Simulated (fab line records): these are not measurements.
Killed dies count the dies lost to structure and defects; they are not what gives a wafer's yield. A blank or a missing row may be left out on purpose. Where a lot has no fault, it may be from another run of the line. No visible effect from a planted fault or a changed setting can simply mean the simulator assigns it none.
Matching of chambers :: flow sky130 :: rie_diel-01 running SKY_POLY_GATE_ETCH_16: 4 sister chambers
The step etches Si3N4 in CH3F/O2, stops on poly-Si, time 147.5 s, target depth 75 nm. 8 wafers are shown with their chamber, then 12 later ones without.

WAFERS, EACH WITH ITS CHAMBER
wafer: L084.4
chamber: 2
drypump_motor_current_A (A): 5.6
throttle_valve_pct (%): 10.560

wafer: L084.6
chamber: 3
drypump_motor_current_A (A): 6.0
throttle_valve_pct (%): 10.541

wafer: L087.2
chamber: 0
drypump_motor_current_A (A): 5.9
throttle_valve_pct (%): 10.528

wafer: L087.4
chamber: 1
drypump_motor_current_A (A): 5.5
throttle_valve_pct (%): 10.532

wafer: L087.5
chamber: 2
drypump_motor_current_A (A): 5.6
throttle_valve_pct (%): 10.543

wafer: L089.2
chamber: 3
drypump_motor_current_A (A): 5.9
throttle_valve_pct (%): 10.531

wafer: L089.3
chamber: 1
drypump_motor_current_A (A): 5.5
throttle_valve_pct (%): 10.526

wafer: L089.4
chamber: 0
drypump_motor_current_A (A): 5.9
throttle_valve_pct (%): 10.553

WAFERS WITH NO CHAMBER GIVEN
wafer: L090.3
drypump_motor_current_A (A): 6.0
throttle_valve_pct (%): 10.514

wafer: L090.5
drypump_motor_current_A (A): 5.5
throttle_valve_pct (%): 10.531

wafer: L090.6
drypump_motor_current_A (A): 5.9
throttle_valve_pct (%): 10.530

wafer: L092.1
drypump_motor_current_A (A): 5.5
throttle_valve_pct (%): 10.552

wafer: L092.2
drypump_motor_current_A (A): 5.6
throttle_valve_pct (%): 10.542

wafer: L092.4
drypump_motor_current_A (A): 5.9
throttle_valve_pct (%): 10.528

wafer: L094.1
drypump_motor_current_A (A): 5.6
throttle_valve_pct (%): 10.518

wafer: L094.2
drypump_motor_current_A (A): 6.0
throttle_valve_pct (%): 10.526

wafer: L094.6
drypump_motor_current_A (A): 5.6
throttle_valve_pct (%): 10.537

wafer: L095.1
drypump_motor_current_A (A): 6.0
throttle_valve_pct (%): 10.532

wafer: L095.2
drypump_motor_current_A (A): 5.6
throttle_valve_pct (%): 10.533

wafer: L095.3
drypump_motor_current_A (A): 5.9
throttle_valve_pct (%): 10.523

CHAMBER TAKEN BY EACH
wafer: L090.3
from the rows above: can't be placed: 3 or 0
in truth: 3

wafer: L090.5
from the rows above: 1
in truth: 1

wafer: L090.6
from the rows above: can't be placed: 0 or 3
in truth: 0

wafer: L092.1
from the rows above: can't be placed: 1 or 2
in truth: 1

wafer: L092.2
from the rows above: 2
in truth: 2

wafer: L092.4
from the rows above: can't be placed: 0 or 3
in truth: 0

wafer: L094.1
from the rows above: can't be placed: 2 or 1
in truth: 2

wafer: L094.2
from the rows above: can't be placed: 3 or 0
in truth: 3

wafer: L094.6
from the rows above: can't be placed: 2 or 1
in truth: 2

wafer: L095.1
from the rows above: can't be placed: 3 or 0
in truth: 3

wafer: L095.2
from the rows above: can't be placed: 2 or 1
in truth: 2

wafer: L095.3
from the rows above: can't be placed: 0 or 3
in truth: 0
Correct placement for 2 of the 12. Cannot be placed on the basis of these rows: 10; the candidates contain the true chamber in 10. Number placed wrongly: 0.
How it was worked out, from the rows above alone: a wafer's distance from a chamber is the root of the sum, over the readings, of the square of ((its reading less the chamber's mean) divided by the reading's scatter). If the next closest chamber is less than 2 further off than the closest, the wafer can't be placed; otherwise it belongs to the closest. A chamber's mean is the mean of its shown wafers. The scatter: the root of (the sum of the squares of (reading less its chamber's mean) over the shown wafers, divided by (wafers less chambers)).
